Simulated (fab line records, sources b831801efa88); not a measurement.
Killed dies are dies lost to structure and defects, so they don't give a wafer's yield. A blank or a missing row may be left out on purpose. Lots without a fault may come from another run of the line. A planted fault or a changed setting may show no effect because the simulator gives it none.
fab line records | flow sky130
record lots=11 wafers=33 last_day=50
route steps=708 shown POLY_CUT@317 RES_XHIGH@339 SD_P@359 PAD_OPEN@708
lots that met no fault: from a run of the same line without faults
start_h: hours from the record's first day to the start of the lot's first wafer shown | wait_h: hours since the lot's step before | " the same as in the row above | L1.1+2: a row that stands for several wafers | - no value, or no start given | * or withheld: withheld | < > ~ a bound
route shown NAME@n: a module of which the file shows steps, and the number in the route of the first | usual: mean/standard deviation of fault-free wafers | same: alike in all rows | chamber/n: place in a boat | sites: the reading at each site | _std_site: their standard deviation | _edge_site: outer sites' mean less inner sites' | radius_mm: how far each site lies from the wafer's centre | mask NAME#n: copy n | behind: the tool/chamber that last shaped the wafer | hold: why the lot was held/for how many hours/how that ended | device: the transistor (n, p or np) that didn't switch | end of line: the same wafers' tests at the end of the route | a step without rows: its recipe alone | killed: dies lost to structure and defects at the first sort, not the wafer's yield | map: a wafer's dies, x killed, . not, _ none there
set.NAME: the setting as run; set.NAME@STEP: as run at that earlier step | model.NAME: the simulator's own value behind a step, which no gauge read
steps of the route over a sample of lots; a table a step, a row a wafer
services: from which hour (start_h, from the record's first day; less than 0 if before it) a tool's chamber was out of use, for how many hours, and why
## steps
# step SKY_POLY_CUT_ETCH_10
# recipe chemistry=N2/H2 target=BARC ion_energy_ev=200 source_w=500 bias_w=100 pressure_mtorr=30 n2_flow_sccm=100 h2_flow_sccm=200 stop_on=SiO2 time_s=45.9 target_depth_a=600
# usual drypump_motor_current_A=5.7/0.39 oes_product_au=0.854/0.005 rf_fwd_power_W=494.9/2.4 throttle_valve_pct=13.225/0.0092
# columns lot.wafer tool chamber start_h wait_h drypump_motor_current_A oes_product_au rf_fwd_power_W rf_hours_counter_h throttle_valve_pct
L838.3 rie_diel-04 1 565.93 0.0 5.6 0.856 493.1 5 13.225
L838.4 " 2 " " 6.3 0.855 498.0 0 13.212
L838.6 " 0 " " 5.1 0.850 491.3 - 13.231
L841.1 rie_diel-04 2 582.83 0.0 6.3 0.855 494.8 1 13.225
L841.4 " 0 " " 5.1 0.856 493.8 15 13.232
L841.5 " 0 " " 5.1 0.851 494.7 - 13.215
L839.1 rie_diel-01 2 583.19 0.0 6.2 0.854 498.7 18 13.233
L839.2 " 1 " " 5.2 0.848 496.2 3 13.218
L839.4 " 0 " " 5.5 0.850 489.7 4 13.248
L843.1 rie_diel-04 1 605.74 0.0 5.6 0.856 493.5 5 13.226
L843.2 " 3 " " 6.1 0.857 494.2 64 13.223
L843.6 " 0 " " 5.1 0.848 493.3 - 13.225
L844.3 rie_diel-03 3 613.29 0.0 5.5 0.860 489.5 8 13.233
L844.4 " 0 " " 5.6 0.854 497.5 8 13.226
L844.6 " 0 " " 5.6 0.856 497.5 - 13.216
L849.2 rie_diel-03 0 643.29 0.0 5.6 0.858 496.1 9 13.222
L849.3 " 2 " " 6.3 0.845 496.1 2 13.226
L849.5 " 2 " " 6.3 0.845 493.9 - 13.241
L850.1 rie_diel-01 2 651.49 0.0 6.2 0.850 498.3 19 13.225
L850.5 " 1 " " 5.2 0.842 494.6 - 13.236
L850.6 " 0 " " 5.6 0.851 488.9 - 13.232
L852.1 rie_diel-01 2 662.69 0.0 6.1 0.855 499.9 19 13.221
L852.4 " 3 " " 5.7 0.858 498.7 4 13.220
L852.6 " 3 " " 5.7 0.846 497.0 - 13.225
L856.1 rie_diel-04 1 702.68 0.0 5.5 0.851 494.0 7 13.223
L856.4 " 2 " " 6.3 0.862 497.8 3 13.220
L856.5 " 0 " " 5.1 0.852 493.1 - 13.215
L858.1 rie_diel-04 3 726.54 0.0 6.1 0.856 495.8 1 13.226
L858.2 " 2 " " 6.2 0.847 496.4 3 13.215
L858.6 " 3 " " 6.1 0.864 496.1 - 13.221
L861.3 rie_diel-01 0 746.79 0.0 5.5 0.854 493.0 7 13.221
L861.5 " 3 " " 5.7 0.856 496.9 - 13.236
L861.6 " 0 " " 5.5 0.855 492.0 - 13.232
# step SKY_POLY_CUT_STRIP_12
# recipe chemistry=O2/N2 power_w=1400 pressure_mtorr=1500 platen_temp_c=withheld o2_flow_sccm=3000 n2_flow_sccm=300 overash_fraction=0.5
# usual drypump_motor_current_A=5.7/0.32 oes_product_au=0.452/0.0047 strip_time_to_endpoint_s=5.351/0.018
# columns lot.wafer tool chamber start_h wait_h drypump_motor_current_A oes_product_au rf_hours_counter_h strip_time_to_endpoint_s
L838.3 plasma_asher-03 1 566.05 0.1 5.2 0.456 - 5.360
L838.4 " 0 " " 6.2 0.442 - 5.344
L838.6 " 1 " " 5.2 0.458 - 5.363
L841.1 plasma_asher-03 0 582.91 0.0 6.2 0.453 79 5.329
L841.4 " 1 " " 5.1 0.445 - 5.320
L841.5 " 0 " " 6.2 0.449 - 5.311
L839.1 plasma_asher-03 0 583.27 0.0 6.2 0.445 79 5.324
L839.2 " 1 " " 5.1 0.445 79 5.322
L839.4 " 0 " " 6.2 0.446 - 5.329
L843.1 plasma_asher-01 0 605.82 0.0 5.7 0.444 88 5.366
L843.2 " 1 " " 5.9 0.447 88 5.360
L843.6 " 0 " " 5.7 0.453 - 5.380
L844.3 plasma_asher-03 1 613.41 0.1 5.2 0.451 - 5.345
L844.4 " 0 " " 6.2 0.458 - 5.376
L844.6 " 1 " " 5.2 0.452 - 5.366
L849.2 plasma_asher-04 1 643.37 0.0 5.7 0.443 19 5.361
L849.3 " 0 " " 5.8 0.451 - 5.378
L849.5 " 0 " " 5.7 0.456 - 5.362
L850.1 plasma_asher-03 0 651.57 0.0 6.2 0.454 86 5.324
L850.5 " 0 " " 6.2 0.454 - 5.338
L850.6 " 1 " " 5.2 0.450 - 5.343
L852.1 plasma_asher-01 1 662.77 0.0 5.9 0.448 91 5.350
L852.4 " 1 " " 5.9 0.458 - 5.336
L852.6 " 1 " " 5.9 0.450 - 5.317
L856.1 plasma_asher-01 1 702.76 0.0 5.9 0.450 96 5.347
L856.4 " 0 " " 5.7 0.455 - 5.340
L856.5 " 1 " " 5.9 0.451 - 5.353
L858.1 plasma_asher-01 1 726.62 0.0 5.9 0.452 98 5.353
L858.2 " 0 " " 5.7 0.452 98 5.364
L858.6 " 0 " " 5.7 0.456 - 5.379
L861.3 plasma_asher-04 1 746.91 0.1 5.7 0.445 - 5.349
L861.5 " 1 " " 5.7 0.445 - 5.376
L861.6 " 0 " " 5.7 0.462 - 5.359
# step SKY_RES_XHIGH_IMPLANT_07
# recipe species=BF2 energy_kev=20 dose_cm2=3.6e+14 tilt_deg=0
# usual dose_ions_cm2=3.6e+14/3.9e+11
# columns lot.wafer tool chamber start_h wait_h dose_ions_cm2
L838.3 implanter-02 0 624.93 0.1 3.594e+14
L838.4 " 0 " " 3.6e+14
L838.6 " 0 " " 3.599e+14
L841.1 implanter-02 0 640.78 0.1 3.592e+14
L841.4 " 0 " " 3.589e+14
L841.5 " 0 " " 3.599e+14
L839.1 implanter-02 0 641.88 0.1 3.599e+14
L839.2 " 0 " " 3.596e+14
L839.4 " 0 " " 3.597e+14
L843.1 implanter-03 0 663.23 0.1 3.604e+14
L843.2 " 0 " " 3.603e+14
L843.6 " 0 " " 3.602e+14
L844.3 implanter-04 0 670.64 0.1 3.6e+14
L844.4 " 0 " " 3.603e+14
L844.6 " 0 " " 3.602e+14
L849.2 implanter-03 0 699.66 0.1 3.604e+14
L849.3 " 0 " " 3.599e+14
L849.5 " 0 " " 3.602e+14
L850.1 implanter-03 0 707.74 0.1 3.603e+14
L850.5 " 0 " " 3.594e+14
L850.6 " 0 " " 3.6e+14
L852.1 implanter-03 0 718.29 0.1 3.594e+14
L852.4 " 0 " " 3.594e+14
L852.6 " 0 " " 3.598e+14
L856.1 implanter-04 0 757.23 0.1 3.598e+14
L856.4 " 0 " " 3.593e+14
L856.5 " 0 " " 3.596e+14
L858.1 implanter-04 0 781.53 0.1 3.607e+14
L858.2 " 0 " " 3.6e+14
L858.6 " 0 " " 3.597e+14
L861.3 implanter-02 0 798.78 0.1 3.601e+14
L861.5 " 0 " " 3.606e+14
L861.6 " 0 " " 3.598e+14
# step SKY_RES_XHIGH_TW_MEAS_09
# usual RES_XHIGH_TW=1659/7.3
# columns lot.wafer tool chamber start_h wait_h RES_XHIGH_TW
L838.3 film_metro-01 - 625.15 0.1 1658
L838.4 " - " " 1657
L838.6 " - " " 1651
L841.1 film_metro-03 - 641.03 0.1 1651
L841.4 " - " " 1644
L841.5 " - " " 1650
L839.1 film_metro-04 - 642.13 0.1 1659
L839.2 " - " " 1660
L839.4 " - " " 1654
L843.1 film_metro-01 - 663.48 0.1 1652
L843.2 " - " " 1644
L843.6 " - " " 1651
L844.3 film_metro-03 - 670.86 0.1 1659
L844.4 " - " " 1661
L844.6 " - " " 1662
L849.2 film_metro-01 - 699.89 0.1 1667
L849.3 " - " " 1661
L849.5 " - " " 1659
L850.1 film_metro-01 - 707.99 0.1 1670
L850.5 " - " " 1663
L850.6 " - " " 1626
L852.1 film_metro-04 - 718.54 0.1 1651
L852.4 " - " " 1613
L852.6 " - " " 1607
L856.1 film_metro-01 - 757.48 0.1 1678
L856.4 " - " " 1662
L856.5 " - " " 1666
L858.1 film_metro-01 - 781.78 0.1 1663
L858.2 " - " " 1659
L858.6 " - " " 1661
L861.3 film_metro-01 - 799.00 0.1 1651
L861.5 " - " " 1652
L861.6 " - " " 1650
# step SKY_SD_N_RS_MEAS_17
# recipe thk_meas_gauge=four-point-probe
# usual SD_P_RS=147.2/0.4
# columns lot.wafer tool chamber start_h wait_h SD_P_RS[ohm/sq]
L838.3 film_metro-03 - 654.43 0.1 147.9
L838.4 " - " " 148.1
L838.6 " - " " 148.0
L841.1 film_metro-04 - 669.40 0.1 146.9
L841.4 " - " " 147.4
L841.5 " - " " 147.0
L839.1 film_metro-03 - 671.24 0.1 147.1
L839.2 " - " " 147.4
L839.4 " - " " 147.1
L843.1 film_metro-01 - 691.89 0.1 147.4
L843.2 " - " " 147.3
L843.6 " - " " 147.1
L844.3 film_metro-04 - 699.58 0.1 146.9
L844.4 " - " " 147.3
L844.6 " - " " 146.7
L849.2 film_metro-01 - 727.66 0.1 147.5
L849.3 " - " " 147.5
L849.5 " - " " 147.7
L850.1 film_metro-01 - 736.40 0.1 147.5
L850.5 " - " " 147.5
L850.6 " - " " 147.1
L852.1 film_metro-04 - 746.38 0.1 146.7
L852.4 " - " " 147.0
L852.6 " - " " 146.4
L856.1 film_metro-01 - 784.68 0.1 147.0
L856.4 " - " " 147.2
L856.5 " - " " 146.9
L858.1 film_metro-03 - 808.93 0.1 147.0
L858.2 " - " " 147.6
L858.6 " - " " 147.2
L861.3 film_metro-04 - 825.27 0.1 146.8
L861.5 " - " " 147.3
L861.6 " - " " 146.7
# step SKY_SD_N_RS_MEAS_18
# recipe thk_meas_gauge=four-point-probe
# usual RES_XHIGH_RS=333.3/1.1
# columns lot.wafer tool chamber start_h wait_h RES_XHIGH_RS[ohm/sq]
L838.3 film_metro-03 - 654.55 0.1 332.1
L838.4 " - " " 333.3
L838.6 " - " " 332.1
L841.1 film_metro-04 - 669.52 0.1 332.8
L841.4 " - " " 332.5
L841.5 " - " " 332.4
L839.1 film_metro-03 - 671.36 0.1 333.7
L839.2 " - " " 333.8
L839.4 " - " " 333.4
L843.1 film_metro-01 - 692.01 0.1 336.0
L843.2 " - " " 335.4
L843.6 " - " " 334.8
L844.3 film_metro-04 - 699.70 0.1 331.9
L844.4 " - " " 332.2
L844.6 " - " " 332.2
L849.2 film_metro-01 - 727.78 0.1 335.4
L849.3 " - " " 335.0
L849.5 " - " " 334.3
L850.1 film_metro-01 - 736.52 0.1 333.8
L850.5 " - " " 333.9
L850.6 " - " " 356.5
L852.1 film_metro-04 - 746.50 0.1 332.3
L852.4 " - " " 357.7
L852.6 " - " " 356.5
L856.1 film_metro-01 - 784.80 0.1 332.2
L856.4 " - " " 332.8
L856.5 " - " " 333.3
L858.1 film_metro-03 - 809.05 0.1 335.3
L858.2 " - " " 334.4
L858.6 " - " " 333.6
L861.3 film_metro-04 - 825.39 0.1 333.4
L861.5 " - " " 333.3
L861.6 " - " " 332.6
# step SKY_PAD_OPEN_PROBE_99
# usual killed_at_M0_to_M3=44/7.2 killed_at_M4_up=3.1/1.7 killed_at_contacts=25/5.1 killed_at_front_end=14/4.6 killed_at_other=0.3/0.59 killed_dies=86/9.6 killed_open=47/7.4 killed_short=39/6
# same gross_dies=492 killed_at_back_side=0
# columns lot.wafer tool chamber start_h wait_h killed_at_M0_to_M3 killed_at_M4_up killed_at_contacts killed_at_front_end killed_at_other killed_dies killed_open killed_short
L838.3 prober-01 - 1076.80 0.2 49 3 28 21 0 101 53 48
L838.4 prober-01 - 1076.85 0.2 46 2 32 23 0 103 53 50
L838.6 prober-01 - 1076.95 0.2 38 1 23 16 0 78 44 34
L839.1 prober-02 - 1088.37 0.1 42 2 20 23 0 87 44 43
L839.2 prober-02 - 1088.42 0.1 52 1 23 8 0 84 45 39
L839.4 prober-02 - 1088.52 0.2 33 1 15 10 1 60 23 37
L849.2 prober-01 - 1131.36 0.1 46 2 25 14 1 88 56 32
L849.3 prober-01 - 1131.41 0.2 43 1 22 12 1 79 47 32
L849.5 prober-01 - 1131.51 0.2 49 3 23 12 0 87 47 40
L850.1 prober-02 - 1140.13 0.1 45 2 24 12 0 83 35 48
L850.5 prober-02 - 1140.33 0.2 46 3 27 8 0 84 43 41
L850.6 prober-02 - 1140.38 0.2 33 1 24 18 0 76 44 32
L852.1 prober-02 - 1143.56 0.1 62 4 16 11 0 93 52 41
L852.4 prober-02 - 1143.71 0.2 54 1 19 17 0 91 55 36
L852.6 prober-02 - 1143.81 0.2 35 3 31 14 0 83 47 36
L858.1 prober-02 - 1183.00 0.1 39 4 23 21 0 87 49 38
L858.2 prober-02 - 1183.05 0.1 42 4 31 24 1 102 63 39
L858.6 prober-02 - 1183.25 0.2 43 6 26 16 0 91 56 35
L861.3 prober-02 - 1195.55 0.2 48 0 23 21 1 93 49 44
L861.5 prober-02 - 1195.65 0.2 40 3 32 13 0 88 52 36
L861.6 prober-02 - 1195.70 0.2 39 0 25 6 0 70 38 32
# killed by level:class
L838.3 VIA1:geometric_particle:open=13 VIA2:geometric_particle:open=12 LOCAL_INTERCONNECT:geometric_particle:short=9 FIELD_ISO:geometric_particle:open=8 LI_CONTACT:geometric_particle:open=6 VIA1:geometric_particle:short=6 FIELD_ISO:geometric_particle:short=5 CONTACT:geometric_particle:open=5
L838.4 VIA1:geometric_particle:open=11 LOCAL_INTERCONNECT:geometric_particle:short=8 CONTACT:geometric_particle:open=8 POLY_GATE:geometric_particle:open=7 LI_CONTACT:geometric_particle:short=6 LI_CONTACT:geometric_particle:open=6 METAL1:geometric_particle:short=6 METAL2:geometric_particle:short=6
L838.6 VIA3:geometric_particle:open=10 VIA1:geometric_particle:open=8 METAL1:geometric_particle:short=7 LI_CONTACT:geometric_particle:open=6 LOCAL_INTERCONNECT:geometric_particle:short=6 CONTACT:geometric_particle:open=6 CONTACT:geometric_particle:short=5 FIELD_ISO:geometric_particle:open=4
L839.1 VIA1:geometric_particle:open=9 LI_CONTACT:geometric_particle:short=8 FIELD_ISO:geometric_particle:short=7 VIA2:geometric_particle:open=7 METAL1:geometric_particle:short=6 FIELD_ISO:geometric_particle:open=5 LI_CONTACT:geometric_particle:open=5 VIA3:geometric_particle:open=5
L839.2 VIA1:geometric_particle:open=14 CONTACT:geometric_particle:open=13 VIA3:geometric_particle:open=6 METAL1:geometric_particle:short=5 VIA2:geometric_particle:open=5 METAL3:geometric_particle:short=5 FIELD_ISO:geometric_particle:short=4 VIA1:geometric_particle:short=4
L839.4 METAL2:geometric_particle:short=9 CONTACT:geometric_particle:open=6 METAL1:geometric_particle:short=6 VIA3:geometric_particle:open=6 POLY_GATE:geometric_particle:short=4 FIELD_ISO:geometric_particle:short=3 VIA1:geometric_particle:short=3 CONTACT:geometric_particle:short=3
L849.2 VIA1:geometric_particle:open=16 LI_CONTACT:geometric_particle:open=8 CONTACT:geometric_particle:open=7 LOCAL_INTERCONNECT:geometric_particle:short=7 VIA2:geometric_particle:open=6 POLY_GATE:geometric_particle:short=5 VIA2:geometric_particle:short=5 FIELD_ISO:geometric_particle:open=4
L849.3 VIA1:geometric_particle:open=13 CONTACT:geometric_particle:open=10 VIA2:geometric_particle:open=8 METAL1:geometric_particle:short=6 LOCAL_INTERCONNECT:geometric_particle:short=5 VIA1:geometric_particle:short=5 FIELD_ISO:geometric_particle:open=4 LI_CONTACT:geometric_particle:open=4
L849.5 VIA1:geometric_particle:open=14 VIA1:geometric_particle:short=7 CONTACT:geometric_particle:open=6 VIA2:geometric_particle:open=6 VIA3:geometric_particle:open=6 LI_CONTACT:geometric_particle:open=5 LOCAL_INTERCONNECT:geometric_particle:short=5 METAL2:geometric_particle:short=5
L850.1 METAL2:geometric_particle:short=9 CONTACT:geometric_particle:open=9 VIA1:geometric_particle:open=7 VIA2:geometric_particle:open=6 METAL1:geometric_particle:short=5 VIA3:geometric_particle:short=5 FIELD_ISO:geometric_particle:open=4 LI_CONTACT:geometric_particle:open=4
L850.5 CONTACT:geometric_particle:open=12 METAL2:geometric_particle:short=9 VIA3:geometric_particle:open=6 METAL1:geometric_particle:short=6 VIA1:geometric_particle:open=6 VIA2:geometric_particle:open=6 CONTACT:geometric_particle:short=5 LOCAL_INTERCONNECT:geometric_particle:short=4
L850.6 VIA1:geometric_particle:open=14 POLY_GATE:geometric_particle:short=8 LI_CONTACT:geometric_particle:open=8 CONTACT:geometric_particle:open=6 METAL1:geometric_particle:short=5 VIA2:geometric_particle:open=5 LOCAL_INTERCONNECT:geometric_particle:short=4 CONTACT:geometric_particle:short=4
L852.1 VIA1:geometric_particle:open=12 CONTACT:geometric_particle:open=12 VIA3:geometric_particle:open=9 METAL2:geometric_particle:short=8 VIA2:geometric_particle:open=8 VIA1:geometric_particle:short=6 VIA2:geometric_particle:short=5 METAL1:geometric_particle:short=4
L852.4 VIA1:geometric_particle:open=14 CONTACT:geometric_particle:open=11 VIA2:geometric_particle:open=8 METAL1:geometric_particle:short=7 VIA1:geometric_particle:short=6 SPACER:geometric_particle:open=5 POLY_GATE:geometric_particle:short=4 VIA2:geometric_particle:short=4
L852.6 CONTACT:geometric_particle:open=17 METAL2:geometric_particle:short=7 VIA3:geometric_particle:open=7 VIA1:geometric_particle:open=6 FIELD_ISO:geometric_particle:open=5 CONTACT:geometric_particle:short=5 VIA3:geometric_particle:short=5 LI_CONTACT:geometric_particle:open=4
L858.1 VIA1:geometric_particle:open=11 CONTACT:geometric_particle:open=7 FIELD_ISO:geometric_particle:open=6 VIA3:geometric_particle:open=6 LI_CONTACT:geometric_particle:open=5 METAL2:geometric_particle:short=5 METAL1:geometric_particle:short=4 POLY_GATE:geometric_particle:short=4
L858.2 VIA1:geometric_particle:open=10 FIELD_ISO:geometric_particle:open=9 CONTACT:geometric_particle:open=9 LI_CONTACT:geometric_particle:open=7 POLY_GATE:geometric_particle:open=6 LOCAL_INTERCONNECT:geometric_particle:short=6 METAL2:geometric_particle:short=6 CONTACT:geometric_particle:short=6
L858.6 VIA1:geometric_particle:open=13 CONTACT:geometric_particle:open=12 VIA2:geometric_particle:open=7 LI_CONTACT:geometric_particle:open=6 METAL2:geometric_particle:short=5 CONTACT:geometric_particle:short=4 VIA3:geometric_particle:open=4 METAL4:geometric_particle:short=4
L861.3 VIA1:geometric_particle:open=8 LI_CONTACT:geometric_particle:open=8 METAL1:geometric_particle:short=8 FIELD_ISO:geometric_particle:short=6 CONTACT:geometric_particle:open=6 VIA3:geometric_particle:open=6 VIA2:geometric_particle:open=6 LOCAL_INTERCONNECT:geometric_particle:short=5
L861.5 LI_CONTACT:geometric_particle:open=12 VIA1:geometric_particle:open=10 VIA2:geometric_particle:open=10 CONTACT:geometric_particle:open=9 POLY_GATE:geometric_particle:short=7 METAL1:geometric_particle:short=6 CONTACT:geometric_particle:short=5 LOCAL_INTERCONNECT:geometric_particle:short=4
L861.6 CONTACT:geometric_particle:open=10 METAL1:geometric_particle:short=9 VIA1:geometric_particle:open=7 VIA2:geometric_particle:open=6 METAL2:geometric_particle:short=5 LI_CONTACT:geometric_particle:open=4 LOCAL_INTERCONNECT:geometric_particle:short=4 LI_CONTACT:geometric_particle:short=3
## services
# columns tool chamber start_h hours kind
plasma_asher-04 - 563.47 2.8 pm
plasma_asher-01 - 567.95 15.6 pm
plasma_asher-03 - 568.30 0.4 repair
implanter-02 - 576.48 5.4 repair
rie_diel-01 2 598.48 12.2 repair
plasma_asher-04 - 604.34 2.2 repair
implanter-04 - 629.64 0.6 repair
implanter-02 - 632.79 5.1 pm
rie_diel-04 3 634.58 - clean
rie_diel-04 3 634.58 14.2 scheduled_down
rie_diel-04 3 634.58 14.2 vent_cycle
plasma_asher-01 - 639.65 21.7 repair
implanter-03 - 639.97 4.0 pm
implanter-02 - 650.68 10.6 pm
implanter-02 - 685.06 3.2 pm
implanter-04 - 693.14 1.5 repair
rie_diel-04 3 716.22 3.0 repair
plasma_asher-01 - 733.75 9.0 pm
plasma_asher-01 0 733.75 9.0 vent_cycle
rie_diel-01 2 737.68 3.0 repair
plasma_asher-04 - 740.30 0.8 repair
rie_diel-01 - 747.33 0.3 repair
rie_diel-01 - 763.05 0.5 repair
implanter-04 - 766.47 3.3 pm
## key
first_sign step=SKY_RES_XHIGH_TW_MEAS_09 reading=RES_XHIGH_TW direction=down sigmas=6 usual=1659 struck=1615
effect step=SKY_SD_N_RS_MEAS_18 reading=RES_XHIGH_RS direction=up sigmas=21 usual=333.3 struck=356.9
met_at SKY_RES_XHIGH_IMPLANT_07
struck_lots L850,L852
struck_wafers L850.6,L852.4,L852.6
tester_left_out L850,L852
not_acting_at SKY_POLY_CUT_ETCH_10,SKY_POLY_CUT_STRIP_12,SKY_SD_N_RS_MEAS_17
onset_between 699.66 707.74
fault kind=process_parameter_drift tool=implanter-03 chamber=- onset_h=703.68 steps=SKY_RES_XHIGH_IMPLANT_07 channel=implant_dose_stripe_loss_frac offset=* shape=step end_h=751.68 scope=struck_wafers_only
# tester_left_out: of these lots the tester's yield and bins aren't shown, on N5 and GAA mostly nor the transistor test; their killed dies are dies lost to structure and defects alone, not to doping, threshold or leakage, so they don't give the yield
